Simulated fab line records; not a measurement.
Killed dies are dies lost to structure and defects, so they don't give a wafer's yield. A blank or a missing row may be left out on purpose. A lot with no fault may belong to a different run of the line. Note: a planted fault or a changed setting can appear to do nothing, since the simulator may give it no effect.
A struck lot beside a sound one || flow gf180mcu || 14 out of 602 route steps
Sound: these wafers, L779.1, L779.3, L779.6. The struck wafers were L774.3, L774.5, L774.6. At the end, the cause is stated.
Each step with rows lists, per side, the tool, then ch with its chambers, then its first start. Under that, the readings that differ: sound wafers || struck wafers || difference of the means || sigmas: that difference in standard deviations of wafers without a fault.
alike: words and numbers the same on both sides, and readings whose means are apart by under 2 such deviations; not compared: readings that were withheld, readings missing a value for some wafer, numbers with overlapping values and no deviation given by the record, and bounds like >300 which may hide the same value.
Wherever a step has rows on one side only, a row that says differs or no value, or a row with sigmas, the two part there. Numbers that have no deviation but don't overlap get no sigmas and don't part them. A reading missing from all wafers of one side parts the sides only when that side holds two or more wafers.

first, 2 steps without rows for these wafers: GF_VT_IMPLANT_PEB_05; GF_VT_IMPLANT_DEVELOP_06 (develop time 60 s).
GF_VT_IMPLANT_OVL_MEAS_07:
  sound: overlay-01 at day 9 06:13; struck: overlay-01 at day 8 02:07
  alike: VT_IMPLANT_OVL
following that, these wafers have no rows for 1 step: GF_VT_IMPLANT_IMPLANT_08.
GF_VT_IMPLANT_STRIP_09: strips in O2/N2.
  sound on plasmaAsher-04 ch 0,1, day 9 06:24; struck on plasmaAsher-02 ch 0,1, day 8 02:20
  alike: drypumpMotorCurrentA, heaterPowerW, oesProductAu, stripTimeToEndpointS
  not compared: rfHoursCounterH
GF_VT_IMPLANT_TW_MEAS_10:
  sound: filmMetro-01 at day 9 06:30; struck: filmMetro-02 at day 8 02:25
  alike: VT_IMPLANT_TW
then, 6 steps without rows for these wafers: GF_VT_IMPLANT_DEHYDRATE_11 (time 60 s); GF_VT_IMPLANT_HMDS_12 (prime time 60 s); GF_VT_IMPLANT_COAT_13 (resist thk 1000 nm); GF_VT_IMPLANT_SOFTBAKE_14 (time 60 s); GF_VT_IMPLANT_EXPOSE_15 (exposes mask Nwell LV AREA, target cd 860 nm); GF_VT_IMPLANT_PEB_16.
GF_VT_IMPLANT_DEVELOP_17: develop time 60 s.
  struck on lithoTrack-01, day 8 18:14; sound on lithoTrack-03 ch 0, day 10 00:05
  no value came back on the struck wafers for chillPlateTempC (C), developTimeS (s); on the sound wafers chillPlateTempC (C) reads 23.17 23.09 23.03
GF_VT_IMPLANT_OVL_MEAS_18:
  sound: overlay-02 at day 10 00:14; struck: overlay-01 at day 8 18:22
{"reading": "VT_IMPLANT_01_OVL (nm)", "sound": "-0.7 0.3 -0.5", "struck": "- - -", "difference": "no value on the struck wafers", "sigmas": ""}

== WHERE THEY PART ==
At GF_VT_IMPLANT_DEVELOP_17 first; at GF_VT_IMPLANT_OVL_MEAS_18 last (within this record only).

WHY: the cause the simulator had injected
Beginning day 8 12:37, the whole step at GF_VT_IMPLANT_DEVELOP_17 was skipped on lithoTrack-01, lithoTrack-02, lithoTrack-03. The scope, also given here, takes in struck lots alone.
